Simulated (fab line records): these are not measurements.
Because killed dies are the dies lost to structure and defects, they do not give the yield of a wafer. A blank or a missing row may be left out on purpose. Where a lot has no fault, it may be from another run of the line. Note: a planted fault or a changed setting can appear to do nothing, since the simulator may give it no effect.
Which tool is to blame? / flow sfqLine / Sampling: 7 lots, 21 wafers, 3 of 325 route steps

== WHAT EACH GAUGE READ, for each wafer ==
SFQ_M1_OVL_MEAS_911.
lot=L146; measured=day 24 22:19; on=overlay-02; M1_OVL (nm)=1 4 4
lot=L150; measured=day 26 14:23; on=overlay-02; M1_OVL (nm)=6 4 13
lot=L152; measured=day 27 16:54; on=overlay-02; M1_OVL (nm)=- - -
lot=L157; measured=day 29 05:22; on=overlay-01; M1_OVL (nm)=-10 -3 -3
lot=L161; measured=day 30 07:46; on=overlay-01; M1_OVL (nm)=-1 -10 -4
lot=L163; measured=day 31 16:17; on=overlay-01; M1_OVL (nm)=-6 0 -5
lot=L167; measured=day 33 11:29; on=overlay-02; M1_OVL (nm)=-3 3 2

== WHAT TOOL EACH LOT RAN ON (gives the tool, then ch and the chambers of the sampled wafers, and finally the start) ==
lot=L146; SFQ_TRILAYER_L0_STRIP_STRIP_009=rieMetal-01 ch 0,1, day 5 00:13; SFQ_TRILAYER_M1_LITHO_PEB_042=lithoTrack-03 ch 0, day 24 22:03
lot=L150; SFQ_TRILAYER_L0_STRIP_STRIP_009=rieMetal-04 ch 1, day 5 22:19; SFQ_TRILAYER_M1_LITHO_PEB_042=lithoTrack-03 ch 0, day 26 14:05
lot=L152; SFQ_TRILAYER_L0_STRIP_STRIP_009=rieMetal-01 ch 0,1, day 6 08:58; SFQ_TRILAYER_M1_LITHO_PEB_042=lithoTrack-03, day 27 16:36
lot=L157; SFQ_TRILAYER_L0_STRIP_STRIP_009=rieMetal-01 ch 0,1, day 7 06:34; SFQ_TRILAYER_M1_LITHO_PEB_042=lithoTrack-04 ch 0, day 29 05:04
lot=L161; SFQ_TRILAYER_L0_STRIP_STRIP_009=rieMetal-03 ch 0,1, day 8 08:45; SFQ_TRILAYER_M1_LITHO_PEB_042=lithoTrack-04 ch 0, day 30 07:28
lot=L163; SFQ_TRILAYER_L0_STRIP_STRIP_009=rieMetal-04 ch 0,1, day 9 01:40; SFQ_TRILAYER_M1_LITHO_PEB_042=lithoTrack-03 ch 0, day 31 16:02
lot=L167; SFQ_TRILAYER_L0_STRIP_STRIP_009=rieMetal-04 ch 0,1, day 10 10:59; SFQ_TRILAYER_M1_LITHO_PEB_042=lithoTrack-01 ch 0, day 33 11:11
- SFQ_TRILAYER_L0_STRIP_STRIP_009: strips in O2.
- SFQ_TRILAYER_M1_LITHO_PEB_042: peb time 60 s.

== THE ANSWER, worked out from the rows above alone ==
Rule: the usual values come from the lots themselves. Put in order of their means at a reading, lots are off if they are a third of the lots or fewer, leave a main group of 4 or more, and stand apart from it by a gap of 3 or more times the standard deviation of the main group's means; of several such gaps the widest counts. A main group is skipped when, at the precision printed for the reading in the tables above, its means are all equal. Also off: a lot with no number at a reading for which 4 or more lots have one. Any other lot the step has rows for is counted as sound.
Off: at SFQ_M1_OVL_MEAS_911 (M1_OVL), L152. Without a number there: L152. The main group has a mean of -0 nm with a standard deviation of 4.7.
If a tool, at a process step before that reading, ran all the lots that are off and no sound lot after the first of them, it fits. Those tools and the gauges at SFQ_M1_OVL_MEAS_911 are tried in the same way. Not one of the candidates tried fits.

== WHAT THE SIMULATOR HAD PUT IN ==
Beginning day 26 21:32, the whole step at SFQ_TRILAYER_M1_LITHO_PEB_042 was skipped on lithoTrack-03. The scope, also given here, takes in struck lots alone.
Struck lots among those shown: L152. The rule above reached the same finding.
